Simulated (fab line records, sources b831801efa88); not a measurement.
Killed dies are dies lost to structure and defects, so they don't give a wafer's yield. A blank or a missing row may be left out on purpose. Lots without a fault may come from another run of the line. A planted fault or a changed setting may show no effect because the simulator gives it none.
fab line records | flow sky130
record lots=6 wafers=18 last_day=50
route steps=708 shown METAL3@532 CAPM@537 PAD_OPEN@708
lots that met no fault: from a run of the same line without faults
start_h: hours from the record's first day to the start of the lot's first wafer shown | wait_h: hours since the lot's step before | " the same as in the row above | L1.1+2: a row that stands for several wafers | - no value, or no start given | * or withheld: withheld | < > ~ a bound
route shown NAME@n: a module of which the file shows steps, and the number in the route of the first | usual: mean/standard deviation of fault-free wafers | same: alike in all rows | chamber/n: place in a boat | sites: the reading at each site | _std_site: their standard deviation | _edge_site: outer sites' mean less inner sites' | radius_mm: how far each site lies from the wafer's centre | mask NAME#n: copy n | behind: the tool/chamber that last shaped the wafer | hold: why the lot was held/for how many hours/how that ended | device: the transistor (n, p or np) that didn't switch | end of line: the same wafers' tests at the end of the route | a step without rows: its recipe alone | killed: dies lost to structure and defects at the first sort, not the wafer's yield | map: a wafer's dies, x killed, . not, _ none there
set.NAME: the setting as run; set.NAME@STEP: as run at that earlier step | model.NAME: the simulator's own value behind a step, which no gauge read
lots at some steps of the route; a table a step, a row a wafer
services: from which hour (start_h, from the record's first day; less than 0 if before it) a tool's chamber was out of use, for how many hours, and why
## steps
# step SKY_METAL3_SPUTTER_00
# recipe material=Ti target_thk_nm=15 power_w=3000 time_s=10 chamber_pressure_pa=0.4
# usual cathode_dc_power_W=3000.0/0.57 throttle_valve_pct=29.9/1.4
# columns lot.wafer tool chamber start_h wait_h cathode_dc_power_W throttle_valve_pct
L901.1 pvd_sputter-04 - 894.62 0.2 3000.0 31.2
L901.3 " - " " 2999.7 28.5
L901.4 " - " " 2999.5 31.0
L905.2 pvd_sputter-01 - 919.75 0.1 3000.3 28.5
L905.4 " - " " 2999.3 32.7
L905.6 " - " " 2999.8 33.1
L906.1 pvd_sputter-03 - 934.64 0.2 2999.9 27.9
L906.4 " - " " 3000.4 29.9
L906.5 " - " " 3000.5 29.6
L907.1 pvd_sputter-03 - 943.99 0.2 3000.6 29.8
L907.3 " - " " 3000.2 28.0
L907.4 " - " " 3000.5 32.0
L912.1 pvd_sputter-03 - 992.64 0.1 3001.3 29.4
L912.4 " - " " 2999.1 29.8
L912.5 " - " " 2999.8 27.8
L917.1 pvd_sputter-04 - 1006.18 0.2 2998.3 28.3
L917.3 " - " " 2999.7 28.6
L917.4 " - " " 2999.8 31.0
# step SKY_METAL3_SPUTTER_01
# recipe material=TiN target_thk_nm=20 power_w=6500 time_s=16.7 chamber_pressure_pa=0.4
# usual cathode_dc_power_W=6500.0/1 throttle_valve_pct=29.8/1.4
# columns lot.wafer tool chamber start_h wait_h cathode_dc_power_W throttle_valve_pct
L901.1 pvd_sputter-04 - 894.64 0.0 6499.8 31.4
L901.3 " - " " 6499.8 28.6
L901.4 " - " " 6499.7 31.0
L905.2 pvd_sputter-01 - 919.78 0.0 6500.1 28.6
L905.4 " - " " 6499.5 33.0
L905.6 " - " " 6499.6 33.1
L906.1 pvd_sputter-03 - 934.66 0.0 6498.3 28.1
L906.4 " - " " 6499.6 29.7
L906.5 " - " " 6499.7 29.4
L907.1 pvd_sputter-03 - 944.01 0.0 6501.0 29.4
L907.3 " - " " 6499.4 28.1
L907.4 " - " " 6501.0 31.6
L912.1 pvd_sputter-03 - 992.66 0.0 6498.3 29.6
L912.4 " - " " 6502.6 29.7
L912.5 " - " " 6500.2 28.0
L917.1 pvd_sputter-04 - 1006.20 0.0 6500.8 28.5
L917.3 " - " " 6500.6 28.4
L917.4 " - " " 6500.8 30.7
# step SKY_METAL3_SPUTTER_02
# recipe material=AlCu target_thk_nm=735 power_w=10600 time_s=39.1 chamber_pressure_pa=0.4
# usual cathode_dc_power_W=10600/1.9 throttle_valve_pct=29.8/1.4
# columns lot.wafer tool chamber start_h wait_h cathode_dc_power_W throttle_valve_pct
L901.1 pvd_sputter-04 - 894.67 0.0 10599 31.0
L901.3 " - " " 10600 28.5
L901.4 " - " " 10601 31.0
L905.2 pvd_sputter-01 - 919.80 0.0 10599 28.7
L905.4 " - " " 10599 33.0
L905.6 " - " " 10602 33.0
L906.1 pvd_sputter-03 - 934.68 0.0 10600 27.9
L906.4 " - " " 10602 29.4
L906.5 " - " " 10598 29.3
L907.1 pvd_sputter-03 - 944.04 0.0 10601 29.4
L907.3 " - " " 10603 27.8
L907.4 " - " " 10597 31.6
L912.1 pvd_sputter-03 - 992.69 0.0 10599 29.5
L912.4 " - " " 10601 29.6
L912.5 " - " " 10603 27.9
L917.1 pvd_sputter-04 - 1006.23 0.0 10599 28.5
L917.3 " - " " 10602 28.8
L917.4 " - " " 10601 30.8
# step SKY_METAL3_SPUTTER_03
# recipe material=Ti target_thk_nm=5 power_w=3000 time_s=3.3 chamber_pressure_pa=0.4
# step SKY_METAL3_SPUTTER_04
# recipe material=TiN target_thk_nm=70 power_w=6500 time_s=58.3 chamber_pressure_pa=0.4
# usual cathode_dc_power_W=6500.1/1.2 throttle_valve_pct=29.8/1.4
# columns lot.wafer tool chamber start_h wait_h cathode_dc_power_W throttle_valve_pct
L901.1 pvd_sputter-04 - 894.73 0.0 6500.6 31.1
L901.3 " - " " 6499.4 28.2
L901.4 " - " " 6499.5 30.8
L905.2 pvd_sputter-01 - 919.86 0.0 6501.1 28.9
L905.4 " - " " 6500.6 33.1
L905.6 " - " " 6500.1 33.2
L906.1 pvd_sputter-03 - 934.74 0.0 6500.6 28.0
L906.4 " - " " 6499.8 29.9
L906.5 " - " " 6501.7 29.6
L907.1 pvd_sputter-03 - 944.10 0.0 6500.1 29.6
L907.3 " - " " 6500.2 28.0
L907.4 " - " " 6499.4 31.6
L912.1 pvd_sputter-03 - 992.75 0.0 6500.2 29.5
L912.4 " - " " 6501.2 29.7
L912.5 " - " " 6501.2 27.9
L917.1 pvd_sputter-04 - 1006.29 0.0 6500.9 28.5
L917.3 " - " " 6500.6 28.4
L917.4 " - " " 6499.5 30.8
# step SKY_CAPM_CVD_00
# recipe material=SiO2 target_thk_nm=15.5 temp_c=400 time_s=withheld rf_w=450
# usual heater_power_outer_w=431/89 heater_power_w=712/130
# columns lot.wafer tool chamber start_h wait_h heater_power_outer_w heater_power_w
L901.1 pecvd-03 0 894.78 0.0 398 655
L901.3 " 1 " " 493 801
L901.4 " 0 " " 396 667
L905.2 pecvd-04 1 919.91 0.0 515 790
L905.4 " 0 " " 432 734
L905.6 " 2 " " 386 666
L906.1 pecvd-03 2 934.79 0.0 308 514
L906.4 " 1 " " 517 821
L906.5 " 2 " " 315 517
L907.1 pecvd-02 1 944.14 0.0 284 522
L907.3 " 2 " " 443 698
L907.4 " 0 " " 569 954
L912.1 pecvd-03 2 992.79 0.0 372 596
L912.4 " 1 " " 584 907
L912.5 " 2 " " 365 601
L917.1 pecvd-03 0 1006.34 0.0 389 656
L917.3 " 1 " " 609 951
L917.4 " 2 " " 358 552
# step SKY_CAPM_THK_MEAS_01
# recipe reads=SiO2_of_CAPM_CVD_00
# usual CAPM_CVD_00_THK=15.41/0.3
# columns lot.wafer tool chamber start_h wait_h CAPM_CVD_00_THK[nm]
L901.1 film_metro-04 - 894.80 - 15.24
L901.3 " - " " 15.61
L901.4 " - " " 15.55
L905.2 film_metro-01 - 919.94 - 15.13
L905.4 " - " " 15.17
L905.6 " - " " 15.42
L906.1 film_metro-01 - 934.81 - 15.07
L906.4 " - " " 15.49
L906.5 " - " " 15.75
L907.1 film_metro-04 - 944.17 - 15.68
L907.3 " - " " 15.22
L907.4 " - " " 16.06
L912.1 film_metro-01 - 992.82 - 14.91
L912.4 " - " " 15.43
L912.5 " - " " 15.30
L917.1 film_metro-02 - 1006.36 - 15.34
L917.3 " - " " 15.48
L917.4 " - " " 15.67
# step SKY_CAPM_SPUTTER_02
# recipe material=TiN target_thk_nm=200 temp_c=300 power_w=6500 time_s=166.7 chamber_pressure_pa=0.4
# step SKY_CAPM_RS_MEAS_03
# recipe thk_meas_gauge=four-point-probe reads=TiN_of_CAPM_SPUTTER_02
# usual CAPM_TIN_RS=6.94/0.091
# columns lot.wafer tool chamber start_h wait_h CAPM_TIN_RS[ohm/sq]
L901.1 film_metro-01 - 894.97 0.1 6.86
L901.3 " - " " 6.84
L901.4 " - " " 6.90
L905.2 film_metro-01 - 920.12 0.1 6.90
L905.4 " - " " 6.82
L905.6 " - " " 6.85
L906.1 film_metro-04 - 934.98 0.1 6.94
L906.4 " - " " 7.00
L906.5 " - " " 7.09
L907.1 film_metro-04 - 944.34 0.1 6.76
L907.3 " - " " 6.75
L907.4 " - " " 6.77
L912.1 film_metro-04 - 992.99 0.1 6.93
L912.4 " - " " 6.78
L912.5 " - " " 6.79
L917.1 film_metro-01 - 1006.53 0.1 6.83
L917.3 " - " " 6.95
L917.4 " - " " 6.75
# step SKY_CAPM_THK_MEAS_04
# recipe thk_meas_gauge=xrf reads=TiN_of_CAPM_SPUTTER_02
# usual CAPM_TIN_THK=199.9/2.9
# columns lot.wafer tool chamber start_h wait_h CAPM_TIN_THK[nm]
L901.1 film_metro-01 - 895.09 0.1 202.6
L901.3 " - " " 204.1
L901.4 " - " " 201.8
L905.2 film_metro-01 - 920.23 0.1 201.1
L905.4 " - " " 202.0
L905.6 " - " " 202.8
L906.1 film_metro-04 - 935.10 0.1 198.9
L906.4 " - " " 197.3
L906.5 " - " " 195.3
L907.1 film_metro-04 - 944.46 0.1 205.1
L907.3 " - " " 206.3
L907.4 " - " " 204.7
L912.1 film_metro-04 - 993.11 0.1 200.3
L912.4 " - " " 204.5
L912.5 " - " " 204.5
L917.1 film_metro-01 - 1006.65 0.1 204.4
L917.3 " - " " 200.0
L917.4 " - " " 207.1
# step SKY_CAPM_DEHYDRATE_05
# recipe temp_c=200 time_s=60
# step SKY_CAPM_HMDS_06
# recipe prime_time_s=60 prime_temp_c=120
# step SKY_CAPM_COAT_07
# recipe resist=NOVOLAK spin_rpm=3000 resist_thk_nm=1140
# usual spin_speed_rpm=3000.1/1.8
# columns lot.wafer tool chamber start_h wait_h spin_speed_rpm model.NOVOLAK_of_CAPM_COAT_07.thk_nm
L901.1 litho_track-01 0 905.76 0.1 2998.2 1150
L901.3 " 0 " " 3001.4 1146
L901.4 " 0 " " 2999.7 1149
L905.2 litho_track-03 0 932.03 0.1 3000.0 1139
L905.4 " 0 " " 2999.1 1139
L905.6 " 0 " " 3002.0 1142
L906.1 litho_track-03 0 947.20 0.1 3274.4 1089
L906.4 " 0 " " 3273.8 1089
L906.5 " 0 " " 3273.2 1086
L907.1 litho_track-03 0 955.25 0.1 3272.4 1092
L907.3 " 0 " " 3274.9 1091
L907.4 " 0 " " 3276.5 1092
L912.1 litho_track-02 0 1003.26 0.1 2997.6 1137
L912.4 " 0 " " 3001.1 1138
L912.5 " 0 " " 2998.5 1140
L917.1 litho_track-02 0 1018.56 0.1 3003.4 1142
L917.3 " 0 " " 2999.8 1144
L917.4 " 0 " " 3002.1 1142
# step SKY_CAPM_SOFTBAKE_08
# recipe temp_c=90 time_s=60 resist=NOVOLAK
# step SKY_CAPM_EXPOSE_09
# recipe mask_id=CAPM na=0.6 source_shape=conventional sigma_outer=0.6 polarization=unpolarized target_cd_nm=1000 dose_mj=159
# step SKY_CAPM_PEB_10
# recipe temp_c=withheld time_s=* resist=NOVOLAK
# step SKY_CAPM_DEVELOP_11
# recipe resist=NOVOLAK developer=TMAH develop_time_s=60 dev_temp_c=23
# step SKY_CAPM_OVL_MEAS_12
# usual CAPM_OVL=-0.6/1.5
# columns lot.wafer tool chamber start_h wait_h CAPM_OVL[nm]
L901.1 overlay-02 - 918.96 0.1 -1.8
L901.3 " - " " -3.6
L901.4 " - " " -2.7
L905.2 overlay-01 - 944.37 0.1 -1.5
L905.4 " - " " -0.1
L905.6 " - " " -0.8
L906.1 overlay-02 - 959.25 0.1 1.6
L906.4 " - " " 1.6
L906.5 " - " " 0.3
L907.1 overlay-01 - 967.81 0.1 0.8
L907.3 " - " " -2.5
L907.4 " - " " 1.5
L912.1 overlay-01 - 1015.61 0.1 -0.6
L912.4 " - " " 0.7
L912.5 " - " " 0.9
L917.1 overlay-02 - 1028.95 0.1 -1.5
L917.3 " - " " -0.4
L917.4 " - " " -1.5
# step SKY_CAPM_METAL_ETCH_13
# recipe target_depth_nm=220 stop_on=SiO2 chemistry=Cl2/BCl3 target=TiN pressure_mtorr=10 icp_w=900 bias_w=48.5 Cl2_flow_sccm=60 bcl3_flow_sccm=30 time_s=62.9
# usual chamber_pressure_mTorr=10.000/0.0087 drypump_motor_current_A=5.9/0.43 mfc_cl2_sccm=60.01/0.18 oes_product_au=0.939/0.0081 throttle_valve_pct=21.903/0.01
# columns lot.wafer tool chamber start_h wait_h chamber_pressure_mTorr drypump_motor_current_A mfc_cl2_sccm oes_product_au rf_hours_counter_h throttle_valve_pct model.NOVOLAK_of_CAPM_COAT_07.thk_nm
L901.1 rie_metal-04 0 919.00 0.0 9.994 5.7 60.06 0.950 1 21.895 1001
L901.3 " 0 " " 9.996 5.7 60.06 0.950 - 21.900 998.7
L901.4 " 1 " " 9.994 6.0 60.31 0.937 - 21.918 997.9
L905.2 rie_metal-01 0 944.42 0.0 9.983 6.3 60.37 0.940 - 21.896 986.2
L905.4 " 0 " " 9.996 6.3 59.98 0.956 - 21.898 986.9
L905.6 " 0 " " 10.006 6.3 60.11 0.946 - 21.881 990.6
L906.1 rie_metal-04 0 959.29 0.0 9.998 5.7 60.28 0.949 3 21.905 939.5
L906.4 " 1 " " 9.998 6.0 59.80 0.934 - 21.889 937.3
L906.5 " 0 " " 10.003 5.7 60.05 0.934 - 21.919 938.3
L907.1 rie_metal-04 0 967.85 0.0 9.985 5.7 59.96 0.948 3 21.880 942.9
L907.3 " 1 " " 10.005 6.0 60.03 0.958 - 21.885 942.1
L907.4 " 0 " " 9.988 5.7 59.98 0.955 - 21.900 944.3
L912.1 rie_metal-01 1 1015.65 0.0 9.987 5.0 59.77 0.941 6 21.904 990.4
L912.4 " 1 " " 9.997 5.0 59.82 0.951 - 21.895 992.7
L912.5 " 1 " " 10.006 5.0 59.68 0.949 - 21.886 994.7
L917.1 rie_metal-04 0 1028.99 0.0 9.994 5.7 60.21 0.953 7 21.902 994.2
L917.3 " 1 " " 10.012 6.0 59.74 0.936 - 21.912 991.4
L917.4 " 0 " " 9.998 5.7 59.80 0.963 - 21.886 993.9
# step SKY_CAPM_STRIP_14
# recipe chemistry=O2/N2 power_w=1400 pressure_mtorr=1500 platen_temp_c=withheld o2_flow_sccm=3000 n2_flow_sccm=300 overash_fraction=0.5
# usual chamber_pressure_mTorr=1500.0/1.3 drypump_motor_current_A=5.55/0.18 oes_product_au=0.710/0.0049 strip_time_to_endpoint_s=12.65/0.053
# columns lot.wafer tool chamber start_h wait_h chamber_pressure_mTorr drypump_motor_current_A oes_product_au rf_hours_counter_h strip_time_to_endpoint_s
L901.1 plasma_asher-01 1 919.10 0.1 1497.2 5.32 0.710 46 12.74
L901.3 " 1 " " 1499.3 5.30 0.712 - 12.71
L901.4 " 0 " " 1499.6 5.26 0.709 - 12.70
L905.2 plasma_asher-04 0 944.55 0.1 1499.2 5.60 0.703 82 12.56
L905.4 " 1 " " 1500.5 5.43 0.701 - 12.59
L905.6 " 0 " " 1500.4 5.57 0.711 - 12.62
L906.1 plasma_asher-02 1 959.37 0.1 1500.3 5.54 0.695 115 12.02
L906.4 " 0 " " 1500.2 5.82 0.707 - 12.00
L906.5 " 1 " " 1500.8 5.54 0.703 - 12.00
L907.1 plasma_asher-02 0 967.92 0.1 1499.3 5.84 0.706 115 12.07
L907.3 " 0 " " 1502.6 5.85 0.714 - 12.06
L907.4 " 1 " " 1500.4 5.54 0.704 - 12.09
L912.1 plasma_asher-04 0 1015.72 0.1 1500.8 5.62 0.715 89 12.60
L912.4 " 0 " " 1501.4 5.59 0.705 - 12.63
L912.5 " 0 " " 1502.1 5.60 0.709 - 12.66
L917.1 plasma_asher-02 0 1029.07 0.1 1499.3 5.81 0.697 121 12.67
L917.3 " 0 " " 1500.2 5.82 0.709 - 12.63
L917.4 " 1 " " 1499.1 5.55 0.710 - 12.65
# step SKY_CAPM_STRIP_15
# recipe chemistry=post_etch_residue_remover time_s=1200 temp_c=72.5
# step SKY_PAD_OPEN_PROBE_99
# usual defect_limited_yield=82.8/1.9 killed_at_M0_to_M3=42/6.3 killed_at_M4_up=3.2/1.9 killed_at_contacts=24/5.8 killed_at_front_end=15/4.3 killed_at_other=0.2/0.62 killed_dies=85/9.3 killed_open=46/6.8 killed_short=38/6.1 sort_bin_3_pad_short=0.8/0.43 sort_bin_5_function=10.2/1.5 sort_bin_6_memory=6.2/1.1 sort_n_pass=407/9.3 sort_yield_pct=82.8/1.9
# same gross_dies=492 killed_at_back_side=0 sort_bin_4_leakage[%]=0 sort_bin_8_speed[%]=0
# columns lot.wafer tool chamber start_h wait_h defect_limited_yield[%] killed_at_M0_to_M3 killed_at_M4_up killed_at_contacts killed_at_front_end killed_at_other killed_dies killed_open killed_short sort_bin_3_pad_short[%] sort_bin_5_function[%] sort_bin_6_memory[%] sort_n_pass sort_yield_pct[%]
L901.1 prober-01 - 1108.47 0.1 85.2 35 3 22 13 0 73 42 31 1.0 8.3 5.5 419 85.2
L901.3 prober-01 - 1108.57 0.2 79.1 51 1 30 20 1 103 51 51 1.8 13.4 5.7 389 79.1
L901.4 prober-01 - 1108.62 0.2 78.3 50 2 33 22 0 107 63 44 1.6 14.2 5.9 385 78.3
L905.2 prober-01 - 1127.99 0.1 84.1 35 6 18 19 0 78 38 39 0.6 8.5 6.7 414 84.1
L905.4 prober-01 - 1128.09 0.2 83.5 37 3 18 23 0 81 42 38 1.6 8.9 5.9 411 83.5
L905.6 prober-01 - 1128.19 0.2 82.7 39 1 23 22 0 85 42 43 0.2 11.4 5.7 407 82.7
L912.1 prober-01 - 1179.69 0.1 84.3 36 3 24 14 0 77 42 35 0.8 8.1 6.7 415 84.3
L912.4 prober-01 - 1179.84 0.2 80.7 47 5 23 20 0 95 43 52 2.2 10.8 6.3 397 80.7
L912.5 prober-01 - 1179.89 0.2 83.7 43 3 24 10 0 80 47 33 0.2 8.7 7.3 412 83.7
# killed by level:class
L901.1 CONTACT:geometric_particle:open=10 VIA1:geometric_particle:open=9 VIA2:geometric_particle:open=6 LI_CONTACT:geometric_particle:open=5 FIELD_ISO:geometric_particle:open=4 METAL1:geometric_particle:short=4 VIA1:geometric_particle:short=4 VIA3:geometric_particle:open=4
L901.3 CONTACT:geometric_particle:open=10 CONTACT:geometric_particle:short=10 VIA1:geometric_particle:open=8 POLY_GATE:geometric_particle:short=7 LI_CONTACT:geometric_particle:open=7 METAL1:geometric_particle:short=7 VIA1:geometric_particle:short=7 VIA2:geometric_particle:open=6
L901.4 CONTACT:geometric_particle:open=14 LI_CONTACT:geometric_particle:open=11 VIA1:geometric_particle:open=10 POLY_GATE:geometric_particle:open=6 VIA2:geometric_particle:short=6 VIA2:geometric_particle:open=6 VIA3:geometric_particle:short=6 METAL1:geometric_particle:short=5
L905.2 VIA1:geometric_particle:open=8 METAL1:geometric_particle:short=7 CONTACT:geometric_particle:open=6 SPACER:geometric_particle:open=5 METAL2:geometric_particle:short=5 LI_CONTACT:geometric_particle:short=5 FIELD_ISO:geometric_particle:short=4 SPACER:geometric_particle:short=4
L905.4 FIELD_ISO:geometric_particle:short=9 VIA2:geometric_particle:open=9 LI_CONTACT:geometric_particle:open=7 METAL2:geometric_particle:short=7 POLY_GATE:geometric_particle:open=6 VIA3:geometric_particle:open=6 VIA1:geometric_particle:open=6 VIA1:geometric_particle:short=4
L905.6 CONTACT:geometric_particle:open=9 VIA2:geometric_particle:short=8 FIELD_ISO:geometric_particle:short=7 VIA2:geometric_particle:open=7 LOCAL_INTERCONNECT:geometric_particle:short=5 LI_CONTACT:geometric_particle:open=4 FIELD_ISO:geometric_particle:open=4 VIA3:geometric_particle:open=4
L912.1 CONTACT:geometric_particle:open=17 METAL2:geometric_particle:short=8 FIELD_ISO:geometric_particle:open=4 POLY_GATE:geometric_particle:open=4 VIA1:geometric_particle:open=4 METAL1:geometric_particle:short=4 VIA2:geometric_particle:open=4 METAL3:geometric_particle:short=4
L912.4 CONTACT:geometric_particle:open=10 FIELD_ISO:geometric_particle:short=9 VIA3:geometric_particle:short=9 VIA2:geometric_particle:open=8 VIA1:geometric_particle:open=7 VIA3:geometric_particle:open=6 LI_CONTACT:geometric_particle:open=4 LOCAL_INTERCONNECT:geometric_particle:short=4
L912.5 VIA1:geometric_particle:open=11 CONTACT:geometric_particle:open=10 VIA2:geometric_particle:open=10 METAL1:geometric_particle:short=6 VIA1:geometric_particle:short=6 POLY_GATE:geometric_particle:open=5 LI_CONTACT:geometric_particle:open=4 LOCAL_INTERCONNECT:geometric_particle:short=4
## services
# columns tool chamber start_h hours kind
pvd_sputter-03 - 873.25 0.6 repair
rie_metal-04 - 878.60 28.1 pm
pecvd-03 - 879.57 3.4 repair
rie_metal-01 1 891.50 63.0 repair
pecvd-04 2 902.53 10.6 repair
pvd_sputter-04 0 912.64 - consumable_replace:kit
pvd_sputter-04 0 912.64 18.0 scheduled_down
pvd_sputter-04 0 912.64 18.0 vent_cycle
litho_track-02 - 927.56 - consumable_replace:filter
pecvd-04 - 947.88 0.9 repair
pvd_sputter-01 2 970.63 - consumable_replace:kit
pvd_sputter-01 2 970.63 18.0 scheduled_down
pvd_sputter-01 2 970.63 18.0 vent_cycle
pecvd-03 2 971.78 2.1 scheduled_down
pvd_sputter-03 2 980.67 - consumable_replace:kit
pvd_sputter-03 2 980.67 18.0 scheduled_down
pvd_sputter-03 2 980.67 18.0 vent_cycle
pecvd-03 2 994.49 3.7 repair
rie_metal-01 1 1001.88 12.3 repair
plasma_asher-02 - 1004.53 6.1 repair
pvd_sputter-03 - 1020.89 9.8 repair
pvd_sputter-04 3 1025.28 - consumable_replace:kit
pvd_sputter-04 3 1025.28 18.0 scheduled_down
pvd_sputter-04 3 1025.28 18.0 vent_cycle
## key
first_sign step=SKY_CAPM_COAT_07 reading=spin_speed_rpm direction=up sigmas=99+ usual=3000.1 struck=3274.2
effect step=SKY_CAPM_STRIP_14 reading=strip_time_to_endpoint_s direction=down sigmas=11 usual=* struck=*
model_effect step=SKY_CAPM_COAT_07 value=NOVOLAK_of_CAPM_COAT_07.thk_nm without=1139 struck=1090
model_effect step=SKY_CAPM_METAL_ETCH_13 value=NOVOLAK_of_CAPM_COAT_07.thk_nm without=989.6 struck=940.8
met_at SKY_CAPM_COAT_07
struck_wafers L906.1,L906.4,L906.5,L907.1,L907.3,L907.4
onset_between 932.03 947.20
fault kind=process_parameter_drift tool=litho_track-03 chamber=- onset_h=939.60 steps=SKY_CAPM_COAT_07 channel=spin_rpm offset=274.78 shape=step end_h=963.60 acts_in=these_recipes_only stated=3000
